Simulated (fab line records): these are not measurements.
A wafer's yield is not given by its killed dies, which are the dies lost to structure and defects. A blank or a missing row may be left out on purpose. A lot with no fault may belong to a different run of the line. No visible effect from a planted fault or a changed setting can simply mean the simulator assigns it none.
Which of the tools did it? | flow sky130 | 36 wafers sampled from 12 lots at 1 step of a route of 708

WHAT THE GAUGES READ, wafer by wafer
SKY_CONTACT_OVL_MEAS_15.
lot  | measured     | on         | CONTACT_OVL (nm)
L075 | day 31 17:23 | overlay-01 | -9 -15 -2
L077 | day 32 12:29 | overlay-01 | -8 4 -8
L079 | day 33 13:24 | overlay-02 | -1 -13 -6
L081 | day 34 02:18 | overlay-02 | -1 6 11
L083 | day 34 06:16 | overlay-01 | 8 4 7
L085 | day 34 21:56 | overlay-02 | 3 0 -3
L087 | day 35 12:10 | overlay-02 | 9 -2 5
L089 | day 36 02:40 | overlay-02 | -5 2 2
L092 | day 37 17:47 | overlay-02 | -9 -6 -9
L093 | day 37 20:29 | overlay-01 | 1 4 1
L095 | day 38 03:08 | overlay-01 | 4 5 9
L097 | day 38 15:35 | overlay-01 | -2 6 2

WHAT TOOL EACH LOT RAN ON (gives the tool, then ch and the chambers of the sampled wafers, and finally the start)
The record shows no process step preceding these readings.

THE ANSWER, worked out from the rows above alone
Rule: the usual values come from the lots themselves. Put in order of their means at a reading, lots are off if they are a third of the lots or fewer, leave a main group of 4 or more, and stand apart from it by a gap of 3 or more times the standard deviation of the main group's means; of several such gaps the widest counts. The tables above print the reading to a certain number of digits; a main group whose means all agree to those digits is not used. Also off: a lot with no number at a reading for which 4 or more lots have one. The other lots that the step has rows for count as sound.
None of the lots is off at any reading shown; this tells nothing.

WHAT HAD BEEN PUT IN BY THE SIMULATOR
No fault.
